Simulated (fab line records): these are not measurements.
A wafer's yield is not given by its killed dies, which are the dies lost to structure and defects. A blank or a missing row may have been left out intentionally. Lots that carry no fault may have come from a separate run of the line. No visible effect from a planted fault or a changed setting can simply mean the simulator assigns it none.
Matching of chambers || flow gf180mcu || GF_V4_ETCH_16 on rie-diel-04: 4 sister chambers
The step etches BARC in N2/H2. 18 wafers are shown with their chamber, then 9 later ones without.

EACH WAFER AND ITS CHAMBER
{"wafer": "L077.1", "chamber": 0, "drypump-motor-current-A (A)": 5.7, "throttle-valve-pct (%)": 13.246, "n2-flow-sccm (sccm)": 99.7}
{"wafer": "L077.4", "chamber": 1, "drypump-motor-current-A (A)": 5.3, "throttle-valve-pct (%)": 13.225, "n2-flow-sccm (sccm)": 99.9}
{"wafer": "L077.6", "chamber": 0, "drypump-motor-current-A (A)": 5.7, "throttle-valve-pct (%)": 13.228, "n2-flow-sccm (sccm)": 99.7}
{"wafer": "L080.1", "chamber": 1, "drypump-motor-current-A (A)": 5.3, "throttle-valve-pct (%)": 13.232, "n2-flow-sccm (sccm)": 99.9}
{"wafer": "L080.2", "chamber": 2, "drypump-motor-current-A (A)": 5.1, "throttle-valve-pct (%)": 13.228, "n2-flow-sccm (sccm)": 99.9}
{"wafer": "L080.5", "chamber": 0, "drypump-motor-current-A (A)": 5.7, "throttle-valve-pct (%)": 13.204, "n2-flow-sccm (sccm)": 100.1}
{"wafer": "L083.1", "chamber": 2, "drypump-motor-current-A (A)": 5.1, "throttle-valve-pct (%)": 13.220, "n2-flow-sccm (sccm)": 100.3}
{"wafer": "L083.4", "chamber": 1, "drypump-motor-current-A (A)": 5.3, "throttle-valve-pct (%)": 13.233, "n2-flow-sccm (sccm)": 100.1}
{"wafer": "L083.5", "chamber": 3, "drypump-motor-current-A (A)": 5.7, "throttle-valve-pct (%)": 13.258, "n2-flow-sccm (sccm)": 99.4}
{"wafer": "L084.1", "chamber": 2, "drypump-motor-current-A (A)": 5.2, "throttle-valve-pct (%)": 13.227, "n2-flow-sccm (sccm)": 99.8}
{"wafer": "L084.3", "chamber": 3, "drypump-motor-current-A (A)": 5.7, "throttle-valve-pct (%)": 13.235, "n2-flow-sccm (sccm)": 100.2}
{"wafer": "L084.5", "chamber": 1, "drypump-motor-current-A (A)": 5.3, "throttle-valve-pct (%)": 13.216, "n2-flow-sccm (sccm)": 99.7}
{"wafer": "L087.2", "chamber": 3, "drypump-motor-current-A (A)": 5.7, "throttle-valve-pct (%)": 13.235, "n2-flow-sccm (sccm)": 100.3}
{"wafer": "L087.3", "chamber": 0, "drypump-motor-current-A (A)": 5.7, "throttle-valve-pct (%)": 13.220, "n2-flow-sccm (sccm)": 100.1}
{"wafer": "L087.5", "chamber": 3, "drypump-motor-current-A (A)": 5.7, "throttle-valve-pct (%)": 13.227, "n2-flow-sccm (sccm)": 100.5}
{"wafer": "L094.2", "chamber": 0, "drypump-motor-current-A (A)": 5.7, "throttle-valve-pct (%)": 13.223, "n2-flow-sccm (sccm)": 100.2}
{"wafer": "L094.4", "chamber": 2, "drypump-motor-current-A (A)": 5.1, "throttle-valve-pct (%)": 13.221, "n2-flow-sccm (sccm)": 99.9}
{"wafer": "L094.6", "chamber": 1, "drypump-motor-current-A (A)": 5.2, "throttle-valve-pct (%)": 13.224, "n2-flow-sccm (sccm)": 99.2}

SIGNATURES (averages over the wafers above)
{"reading": "drypump-motor-current-A", "chamber 0": 5.700, "chamber 1": 5.280, "chamber 2": 5.125, "chamber 3": 5.700, "scatter within a chamber": 0.0333}
{"reading": "throttle-valve-pct", "chamber 0": 13.22420, "chamber 1": 13.22600, "chamber 2": 13.22400, "chamber 3": 13.23875, "scatter within a chamber": 0.011}
{"reading": "n2-flow-sccm", "chamber 0": 99.960, "chamber 1": 99.760, "chamber 2": 99.975, "chamber 3": 100.100, "scatter within a chamber": 0.333}
Rule: a wafer lies at a distance from a chamber equal to the root of the sum of squares, over the readings, of (its reading less the chamber's mean, divided by the reading's scatter). The wafer belongs to the nearest chamber; if the next one is less than 2 further off, it can't be placed. The scatter: take each reading less its chamber's mean, square it, sum over the shown wafers, divide by the number of wafers less the number of chambers, and take the root.

WAFERS WITH NO CHAMBER GIVEN
{"wafer": "L095.2", "drypump-motor-current-A (A)": 5.1, "throttle-valve-pct (%)": 13.222, "n2-flow-sccm (sccm)": 100.6}
{"wafer": "L095.3", "drypump-motor-current-A (A)": 5.3, "throttle-valve-pct (%)": 13.233, "n2-flow-sccm (sccm)": 100.1}
{"wafer": "L095.4", "drypump-motor-current-A (A)": 5.7, "throttle-valve-pct (%)": 13.222, "n2-flow-sccm (sccm)": 99.3}
{"wafer": "L096.2", "drypump-motor-current-A (A)": 5.1, "throttle-valve-pct (%)": 13.223, "n2-flow-sccm (sccm)": 99.5}
{"wafer": "L096.3", "drypump-motor-current-A (A)": 5.3, "throttle-valve-pct (%)": 13.224, "n2-flow-sccm (sccm)": 100.0}
{"wafer": "L096.6", "drypump-motor-current-A (A)": 5.3, "throttle-valve-pct (%)": 13.214, "n2-flow-sccm (sccm)": 100.1}
{"wafer": "L097.4", "drypump-motor-current-A (A)": 5.1, "throttle-valve-pct (%)": 13.231, "n2-flow-sccm (sccm)": 99.9}
{"wafer": "L097.5", "drypump-motor-current-A (A)": 5.1, "throttle-valve-pct (%)": 13.212, "n2-flow-sccm (sccm)": 100.4}
{"wafer": "L097.6", "drypump-motor-current-A (A)": 5.3, "throttle-valve-pct (%)": 13.225, "n2-flow-sccm (sccm)": 100.5}

EACH ONE'S CHAMBER
{"wafer": "L095.2", "from the rows above": 2, "in truth": 2}
{"wafer": "L095.3", "from the rows above": 1, "in truth": 1}
{"wafer": "L095.4", "from the rows above": "can't be placed: 0 or 3", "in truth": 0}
{"wafer": "L096.2", "from the rows above": 2, "in truth": 2}
{"wafer": "L096.3", "from the rows above": 1, "in truth": 1}
{"wafer": "L096.6", "from the rows above": 1, "in truth": 1}
{"wafer": "L097.4", "from the rows above": 2, "in truth": 2}
{"wafer": "L097.5", "from the rows above": 2, "in truth": 2}
{"wafer": "L097.6", "from the rows above": 1, "in truth": 1}
Placed correctly: 8 of 9. From these rows, 1 cannot be placed; in 1 the true chamber is one of the candidates. 0 placed wrongly.
